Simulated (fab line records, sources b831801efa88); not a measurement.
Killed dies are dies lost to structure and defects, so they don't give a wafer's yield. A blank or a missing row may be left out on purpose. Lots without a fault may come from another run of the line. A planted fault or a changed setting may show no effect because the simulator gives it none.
Chamber matching | flow gf180mcu | GF_V3_CMP_04 on cmp-02: 4 sister chambers
The step polishes SiO2. 16 wafers are shown with their chamber, then 8 later ones without.

WAFERS WITH THEIR CHAMBER
wafer  | chamber | motor_current_A (A) | time_to_endpoint_s (s)
L394.2 | 3       | 12.7                | 84
L394.4 | 0       | 12.2                | 81
L394.6 | 3       | 12.3                | 92
L398.1 | 0       | 12.9                | 94
L398.2 | 2       | 12.8                | 74
L398.6 | 1       | 12.8                | 82
L408.1 | 3       | 12.9                | 67
L408.2 | 2       | 13.1                | 71
L408.6 | 3       | 12.9                | 70
L409.2 | 1       | 14.1                | 70
L409.3 | 3       | 13.1                | 73
L409.4 | 0       | 12.8                | 75
L413.1 | 0       | 12.7                | 74
L413.3 | 2       | 12.6                | 81
L413.5 | 0       | 12.8                | 81
L414.3 | 3       | 12.3                | 76

SIGNATURES (means of the wafers above)
reading            | chamber 0 | chamber 1 | chamber 2 | chamber 3 | scatter within a chamber
motor_current_A    | 12.680    | 13.450    | 12.833    | 12.700    | 0.392
time_to_endpoint_s | 81.00     | 76.00     | 75.33     | 77.00     | 8.26
Rule: a wafer's distance from a chamber is the root of the sum, over the readings, of the square of ((its reading less the chamber's mean) divided by the reading's scatter). The wafer belongs to the nearest chamber; if the next one is less than 2 further off, it can't be placed. The scatter: the root of (the sum of the squares of (reading less its chamber's mean) over the shown wafers, divided by (wafers less chambers)).

WAFERS WITHOUT THEIR CHAMBER
wafer  | motor_current_A (A) | time_to_endpoint_s (s)
L414.4 | 13.3                | 78
L414.5 | 12.5                | 87
L416.2 | 13.2                | 74
L416.4 | 12.8                | 80
L416.6 | 12.9                | 81
L417.2 | 13.0                | 79
L417.3 | 12.4                | 80
L417.6 | 12.8                | 89

WHICH CHAMBER EACH WENT THROUGH
wafer  | from the rows above               | in truth
L414.4 | can't be placed: 1 or 2 or 3 or 0 | 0
L414.5 | can't be placed: 0 or 3 or 2 or 1 | 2
L416.2 | can't be placed: 1 or 2 or 3 or 0 | 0
L416.4 | can't be placed: 0 or 3 or 2 or 1 | 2
L416.6 | can't be placed: 0 or 3 or 2 or 1 | 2
L417.2 | can't be placed: 2 or 3 or 0 or 1 | 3
L417.3 | can't be placed: 0 or 3 or 2 or 1 | 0
L417.6 | can't be placed: 0 or 3 or 2 or 1 | 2
Placed correctly: 0 of 8. Can't be placed from these rows: 8 (the true chamber is among the candidates in 8). Placed wrongly: 0.
